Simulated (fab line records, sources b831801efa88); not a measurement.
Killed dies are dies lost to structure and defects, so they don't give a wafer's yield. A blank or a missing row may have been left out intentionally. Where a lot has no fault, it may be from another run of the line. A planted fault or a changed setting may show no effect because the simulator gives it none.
8D (eight disciplines) problem report, filled in by code + flow sky130 + the parts of the form that need people (team, actions taken, sign-off) are left out

## 1. PROBLEM STATEMENT
SKY_PAD_OPEN_DEHYDRATE_00, run length s: mean 99.44 s over 1 wafer from 1 lot; wafers with no fault: 89.03 s, standard deviation 0.12. That puts it +87 standard deviations away from the usual mean.
The step: time 60 s.
The first sign was on wafer L565.6 at day 49 04:36, on litho track-03. Wafers with a number at this step in the record: 38, from 13 lots. The rule behind "out" and "out of limits": a value lying over 4 standard deviations away from the usual mean. The rest of the wafers with a number are treated as sound.

## 2. WHAT IT IS AND WHAT IT IS NOT
| question                    | is                | is not                                                                    |
|-----------------------------|-------------------|---------------------------------------------------------------------------|
| which readings at this step | run length s      | -                                                                         |
| which lots                  | L565              | L551, L553, L556, L557, L558, L559, L560, L561, L562, L563, L573, L574    |
| which wafers of those lots  | L565.6            | L565.1                                                                    |
| read on which tools         | litho track-03    | litho track-01, litho track-02                                            |
| when                        | from day 49 04:36 | up to then (31 sound wafers); but 6 sound wafers of L573, L574 came after |

## 3. WHAT RULES OUT EACH SUSPECT
Counting: if a tool at a process step up to the reading ran every lot that is out, it stays a suspect. Sound lots after the first of them don't rule it out here, since some wafers of a struck lot are sound.
- litho track-03 at SKY_PAD_OPEN_DEHYDRATE_00 (time 60 s): kept. L565, the lot that is out, went through it at day 49 04:36; up to then, the latest sound lot through it was L562 at day 48 01:43. On those wafers its own readings are out: run length s.
The count leaves litho track-03 at SKY_PAD_OPEN_DEHYDRATE_00.

## 4. THE CAUSE (what the simulator had put in)
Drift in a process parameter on litho track-03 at SKY_PAD_OPEN_DEHYDRATE_00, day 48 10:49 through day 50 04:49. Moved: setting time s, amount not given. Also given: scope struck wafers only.
After counting, this tool was the only one left.

## 5. THE EFFECT CHAIN, in route order
Each row: a reading where the mean over the struck wafers with a number is more than 3 standard deviations away from the usual. Only readings whose record carries a usual standard deviation are examined. hours: median over the lots of the time between each lot's start at the first step of this table that gives one and its start at this step. sigmas: the change, counted in usual standard deviations.
| hours | step                      | reading      | usual   | on struck wafers | change | sigmas |
|-------|---------------------------|--------------|---------|------------------|--------|--------|
| 0     | SKY_PAD_OPEN_DEHYDRATE_00 | run length s | 89.03 s | 99.44            | +10.41 | +87    |
Process steps it contains:
- SKY_PAD_OPEN_DEHYDRATE_00: time 60 s.

## 6. HOW IT WOULD HAVE BEEN CAUGHT EARLIER
In this record no reading fell out of limits until day 49 04:36, 18 hours after the fault had begun at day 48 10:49.
